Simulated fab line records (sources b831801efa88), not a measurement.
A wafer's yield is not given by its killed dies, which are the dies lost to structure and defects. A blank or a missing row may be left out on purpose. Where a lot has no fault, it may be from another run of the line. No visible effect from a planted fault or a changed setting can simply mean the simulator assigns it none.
Which tool did it? / flow gf180mcu / 12 lots, 36 wafers sampled, at 1 step of a route of 602

## WHAT THE GAUGES SHOWED, per wafer
GF_V1_THK_MEAS_25: measures by xrf.
lot=L932; measured=day 18 06:31; on=film-metro-03; V1_W_THK (nm)=349 349 344
lot=L935; measured=day 19 09:58; on=film-metro-03; V1_W_THK (nm)=340 348 344
lot=L936; measured=day 20 02:43; on=film-metro-03; V1_W_THK (nm)=341 341 339
lot=L937; measured=day 20 14:43; on=film-metro-03; V1_W_THK (nm)=346 346 341
lot=L940; measured=day 21 10:19; on=film-metro-04; V1_W_THK (nm)=343 348 346
lot=L941; measured=day 21 19:17; on=film-metro-04; V1_W_THK (nm)=334 337 341
lot=L942; measured=day 22 02:23; on=film-metro-03; V1_W_THK (nm)=343 345 345
lot=L943; measured=day 22 08:40; on=film-metro-03; V1_W_THK (nm)=342 344 338
lot=L944; measured=day 22 15:34; on=film-metro-04; V1_W_THK (nm)=333 335 334
lot=L945; measured=day 23 00:02; on=film-metro-03; V1_W_THK (nm)=340 350 339
lot=L946; measured=day 23 12:08; on=film-metro-04; V1_W_THK (nm)=325 333 328
lot=L954; measured=day 25 17:55; on=film-metro-03; V1_W_THK (nm)=349 346 344

## WHICH TOOL RAN EACH LOT (tool, then ch and the chambers of the sampled wafers, then the start)
Record: no process step prior to these readings.

## WHAT THE TOOLS THEMSELVES READ (means of the sampled wafers that have a number; where no wafer has one, the mark that the record gives instead)
The record holds no such reading with a usual standard deviation.

## THE ANSWER, worked out from the rows above alone
Rule: the usual values come from the lots themselves. The widest of any qualifying gaps counts: lots, ordered by their means at a reading, are off when they make up no more than a third of the lots, leave a main group of 4 or more, and stand apart from it by 3 or more times the standard deviation of that group's means. A main group whose means are all the same, to the digits that the tables above print for the reading, isn't used. Also off: a lot with no number at a reading for which 4 or more lots have one. All remaining lots with rows at the step are treated as sound. Order of review: gauges by route order, followed by the tools' own readings, for which a lot's mean as printed above is used. At the first step where some lot is off, the reading lying furthest off is the one used; lots without a number count as furthest.
No lot is off on any of the readings shown, so nothing can be concluded from this.

## WHAT HAD BEEN PUT IN BY THE SIMULATOR
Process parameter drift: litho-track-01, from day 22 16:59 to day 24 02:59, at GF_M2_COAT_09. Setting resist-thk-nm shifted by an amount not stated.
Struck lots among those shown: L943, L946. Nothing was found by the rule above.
